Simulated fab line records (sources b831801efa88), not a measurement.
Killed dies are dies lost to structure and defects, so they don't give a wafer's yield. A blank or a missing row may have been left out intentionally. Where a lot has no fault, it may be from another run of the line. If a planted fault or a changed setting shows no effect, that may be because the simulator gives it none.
Which tool did it? -- flow sky130 -- 12 lots, 36 wafers sampled, at 3 steps of a route of 708

== WHAT THE GAUGES READ, wafer by wafer ==
SKY_METAL2_RS_MEAS_05: the measuring method here is four-point-probe.
lot,measured,on,METAL2_ALCU_RS (ohm/sq)
L075,day 34 12:23,film metro-04,0.1261 0.1254 0.1264
L077,day 35 06:04,film metro-04,0.1276 0.1287 0.1264
L079,day 35 21:15,film metro-02,0.1271 0.1271 0.1259
L081,day 36 04:15,film metro-04,0.1277 0.1267 0.1284
L083,day 36 22:38,film metro-04,0.1258 0.1250 0.1256
L085,day 37 05:58,film metro-03,0.1257 0.1260 0.1271
L087,day 37 23:07,film metro-03,0.1280 0.1266 0.1259
L089,day 38 13:54,film metro-02,0.1265 0.1272 0.1264
L091,day 39 19:05,film metro-03,0.1274 0.1288 0.1286
L093,day 39 20:38,film metro-03,0.1240 0.1244 0.1247
L095,day 40 11:22,film metro-02,0.1270 0.1248 0.1258
L097,day 41 00:09,film metro-04,0.1260 0.1268 0.1251

== WHICH TOOL RAN EACH LOT (tool, then ch and the chambers of the sampled wafers, then the start) ==
lot,SKY_FIELD_ISO_ETCH_14,SKY_VIA1_ETCH_15
L075,"rie diel-01 ch 0,1, day 2 09:41","rie diel-02 ch 0,1,2, day 34 10:56"
L077,"rie diel-01 ch 1,2,3, day 2 20:28","rie diel-03 ch 0,2,3, day 35 04:38"
L079,"rie diel-03 ch 1,2, day 3 10:01","rie diel-03 ch 1,3, day 35 19:50"
L081,"rie diel-04 ch 1,3, day 3 18:49","rie diel-02 ch 0,1,2, day 36 02:47"
L083,"rie diel-03 ch 2,3, day 4 03:04","rie diel-02 ch 1,2, day 36 21:10"
L085,"rie diel-03 ch 0,2,3, day 4 13:46","rie diel-04 ch 0,1,3, day 37 04:32"
L087,"rie diel-04 ch 0,1,2, day 5 01:07","rie diel-02 ch 0,1,3, day 37 21:29"
L089,"rie diel-04 ch 1,2, day 5 10:28","rie diel-03 ch 0,1,2, day 38 12:26"
L091,"rie diel-04 ch 1,2,3, day 6 00:04","rie diel-03 ch 0,1,2, day 39 17:38"
L093,"rie diel-03 ch 1,2, day 6 06:46","rie diel-02 ch 2,3, day 39 19:10"
L095,"rie diel-04 ch 2,3, day 6 18:53","rie diel-03 ch 0,2,3, day 40 09:57"
L097,"rie diel-04 ch 0,1,3, day 7 04:43","rie diel-04 ch 0,3, day 40 22:42"
- SKY_FIELD_ISO_ETCH_14: etches BARC in N2/H2, stops on SiO2, time 45.9 s, target depth 60 nm.
- SKY_VIA1_ETCH_15: etches SiO2 in C4F8/O2/Ar, stops on TiN, target depth 351 nm, time 54 s.

== THE ANSWER, worked out from the rows above alone ==
Rule: the usual values come from the lots themselves. The widest of any qualifying gaps counts: lots, ordered by their means at a reading, are off when they make up no more than a third of the lots, leave a main group of 4 or more, and stand apart from it by 3 or more times the standard deviation of that group's means. A main group whose means are all the same, to the digits that the tables above print for the reading, isn't used. Also off: a lot with no number at a reading for which 4 or more lots have one. The other lots that the step has rows for count as sound.
Across all readings shown, no lot is off: no conclusion can be drawn from this.

== WHAT HAD BEEN PUT IN BY THE SIMULATOR ==
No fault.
